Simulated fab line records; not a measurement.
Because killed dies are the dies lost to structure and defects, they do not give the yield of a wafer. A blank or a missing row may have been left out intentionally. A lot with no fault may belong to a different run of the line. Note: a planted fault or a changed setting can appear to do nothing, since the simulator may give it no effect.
The tool behind it: which one? :: flow gf180mcu :: Sampling: 13 lots, 39 wafers, 4 of 602 route steps

== WHAT THE GAUGES READ, wafer by wafer ==
GF_MVPSD_TW_MEAS_11.
lot: L727
measured: day 4 21:53
on: film metro-04
MVPSD_TW: 550 547 553

lot: L730
measured: day 5 16:08
on: film metro-04
MVPSD_TW: 663 660 659

lot: L731
measured: day 6 00:21
on: film metro-04
MVPSD_TW: 657 659 657

lot: L732
measured: day 6 08:41
on: film metro-01
MVPSD_TW: 549 550 548

lot: L733
measured: day 6 17:04
on: film metro-03
MVPSD_TW: 550 554 550

lot: L740
measured: day 8 08:12
on: film metro-01
MVPSD_TW: 660 659 661

lot: L743
measured: day 8 23:01
on: film metro-04
MVPSD_TW: 546 546 546

lot: L744
measured: day 9 06:08
on: film metro-03
MVPSD_TW: 556 552 550

lot: L746
measured: day 9 20:15
on: film metro-03
MVPSD_TW: 552 553 552

lot: L747
measured: day 9 22:10
on: film metro-03
MVPSD_TW: 551 549 551

lot: L748
measured: day 10 04:49
on: film metro-04
MVPSD_TW: 555 551 553

lot: L749
measured: day 10 12:43
on: film metro-01
MVPSD_TW: 552 548 548

lot: L750
measured: day 10 19:41
on: film metro-04
MVPSD_TW: 554 553 553

GF_VT_IMPLANT_RS_MEAS_49: a four-point-probe measurement.
lot: L727
measured: day 7 08:16
on: film metro-03
MVPSD_RS (ohm/sq): 1167.2 1165.8 1165.9

lot: L730
measured: day 8 06:02
on: film metro-04
MVPSD_RS (ohm/sq): 823.2 824.6 821.8

lot: L731
measured: day 8 15:25
on: film metro-03
MVPSD_RS (ohm/sq): 825.6 821.2 822.6

lot: L732
measured: day 8 23:51
on: film metro-04
MVPSD_RS (ohm/sq): 1161.5 1162.3 1164.3

lot: L733
measured: day 9 10:11
on: film metro-01
MVPSD_RS (ohm/sq): 1166.8 1171.3 1166.4

lot: L740
measured: day 11 06:39
on: film metro-01
MVPSD_RS (ohm/sq): 821.6 824.8 821.5

lot: L743
measured: day 11 21:53
on: film metro-01
MVPSD_RS (ohm/sq): 1161.7 1165.9 1165.8

lot: L744
measured: day 12 07:13
on: film metro-04
MVPSD_RS (ohm/sq): 1170.3 1168.3 1168.4

lot: L746
measured: day 13 00:23
on: film metro-04
MVPSD_RS (ohm/sq): 1175.4 1173.6 1172.9

lot: L747
measured: day 13 03:31
on: film metro-01
MVPSD_RS (ohm/sq): 1168.7 1166.3 1171.2

lot: L748
measured: day 13 10:05
on: film metro-01
MVPSD_RS (ohm/sq): 1168.7 1168.4 1166.4

lot: L749
measured: day 13 19:35
on: film metro-03
MVPSD_RS (ohm/sq): 1163.8 1170.5 1168.0

lot: L750
measured: day 14 04:35
on: film metro-01
MVPSD_RS (ohm/sq): 1168.4 1166.7 1170.1

GF_POLY_GATE_CD_MEAS_18.
lot: L727
measured: day 9 00:49
on: cd sem-01
cd nm (nm): 281.5 281.1 282.2

lot: L730
measured: day 9 23:08
on: cd sem-01
cd nm (nm): 277.9 281.3 275.2

lot: L731
measured: day 10 08:24
on: cd sem-02
cd nm (nm): 280.9 282.2 280.2

lot: L732
measured: day 10 19:13
on: cd sem-01
cd nm (nm): 280.5 282.2 279.7

lot: L733
measured: day 11 03:43
on: cd sem-01
cd nm (nm): 279.9 279.6 282.6

lot: L740
measured: day 13 04:49
on: cd sem-02
cd nm (nm): 280.9 278.7 281.8

lot: L743
measured: day 13 21:26
on: cd sem-02
cd nm (nm): 278.7 280.8 282.1

lot: L744
measured: day 14 07:41
on: cd sem-01
cd nm (nm): 280.0 279.6 280.0

lot: L746
measured: day 15 02:13
on: cd sem-02
cd nm (nm): 278.5 278.9 275.6

lot: L747
measured: day 15 04:10
on: cd sem-02
cd nm (nm): 281.3 279.6 280.5

lot: L748
measured: day 15 13:47
on: cd sem-02
cd nm (nm): 281.0 282.9 282.3

lot: L749
measured: day 15 22:31
on: cd sem-02
cd nm (nm): 280.3 280.4 279.3

lot: L750
measured: day 16 07:44
on: cd sem-01
cd nm (nm): 274.8 279.3 279.1

== EACH LOT AND THE TOOL THAT RAN IT (in order: tool; ch and the chambers of the sampled wafers; start) ==
lot: L727
GF_MVPSD_IMPLANT_08: implanter-01 ch 0, day 4 21:29

lot: L730
GF_MVPSD_IMPLANT_08: implanter-01 ch 0, day 5 15:26

lot: L731
GF_MVPSD_IMPLANT_08: implanter-02 ch 0, day 5 23:38

lot: L732
GF_MVPSD_IMPLANT_08: implanter-02 ch 0, day 6 08:17

lot: L733
GF_MVPSD_IMPLANT_08: implanter-01 ch 0, day 6 16:41

lot: L740
GF_MVPSD_IMPLANT_08: implanter-04 ch 0, day 8 07:29

lot: L743
GF_MVPSD_IMPLANT_08: implanter-04 ch 0, day 8 22:38

lot: L744
GF_MVPSD_IMPLANT_08: implanter-01 ch 0, day 9 05:46

lot: L746
GF_MVPSD_IMPLANT_08: implanter-01 ch 0, day 9 19:51

lot: L747
GF_MVPSD_IMPLANT_08: implanter-02 ch 0, day 9 21:47

lot: L748
GF_MVPSD_IMPLANT_08: implanter-02 ch 0, day 10 04:26

lot: L749
GF_MVPSD_IMPLANT_08: implanter-01 ch 0, day 10 12:20

lot: L750
GF_MVPSD_IMPLANT_08: implanter-04 ch 0, day 10 19:17
- GF_MVPSD_IMPLANT_08

== AS READ BY THE TOOLS THEMSELVES (means over the sampled wafers that have a number; for cases with no such wafer, the mark the record gives instead) ==
GF_MVPSD_IMPLANT_08.
lot: L727
tool: implanter-01
tilt deg (degrees): -0.031

lot: L730
tool: implanter-01
tilt deg (degrees): -0.020

lot: L731
tool: implanter-02
tilt deg (degrees): -0.010

lot: L732
tool: implanter-02
tilt deg (degrees): 0.006

lot: L733
tool: implanter-01
tilt deg (degrees): 0.024

lot: L740
tool: implanter-04
tilt deg (degrees): -0.008

lot: L743
tool: implanter-04
tilt deg (degrees): 0.007

lot: L744
tool: implanter-01
tilt deg (degrees): -0.024

lot: L746
tool: implanter-01
tilt deg (degrees): 0.018

lot: L747
tool: implanter-02
tilt deg (degrees): -0.001

lot: L748
tool: implanter-02
tilt deg (degrees): -0.017

lot: L749
tool: implanter-01
tilt deg (degrees): -0.008

lot: L750
tool: implanter-04
tilt deg (degrees): -0.004

== THE ANSWER, worked out from the rows above alone ==
Rule: usual is defined by the lots themselves. Put in order of their means at a reading, lots are off if they are a third of the lots or fewer, leave a main group of 4 or more, and stand apart from it by a gap of 3 or more times the standard deviation of the main group's means; of several such gaps the widest counts. A main group whose means are all the same, to the digits that the tables above print for the reading, isn't used. Also off: a lot with no number at a reading for which 4 or more lots have one. Where the step has rows for the other lots, those lots are counted as sound. After the gauges, taken in route order, come the tools' own readings; for these a lot's mean is taken, as printed above. At the first step where some lot is off, the reading lying furthest off is the one used; lots without a number count as furthest.
Off: L730, L731, L740, at GF_MVPSD_TW_MEAS_11 (MVPSD_TW). The main group: mean 551, standard deviation 2.2.
If a tool, at a process step before that reading, ran all the lots that are off and no sound lot after the first of them, it fits. Those tools and the gauges at GF_MVPSD_TW_MEAS_11 are tried in the same way. Of those tried, none fits.

== WHAT THE SIMULATOR HAD PUT IN ==
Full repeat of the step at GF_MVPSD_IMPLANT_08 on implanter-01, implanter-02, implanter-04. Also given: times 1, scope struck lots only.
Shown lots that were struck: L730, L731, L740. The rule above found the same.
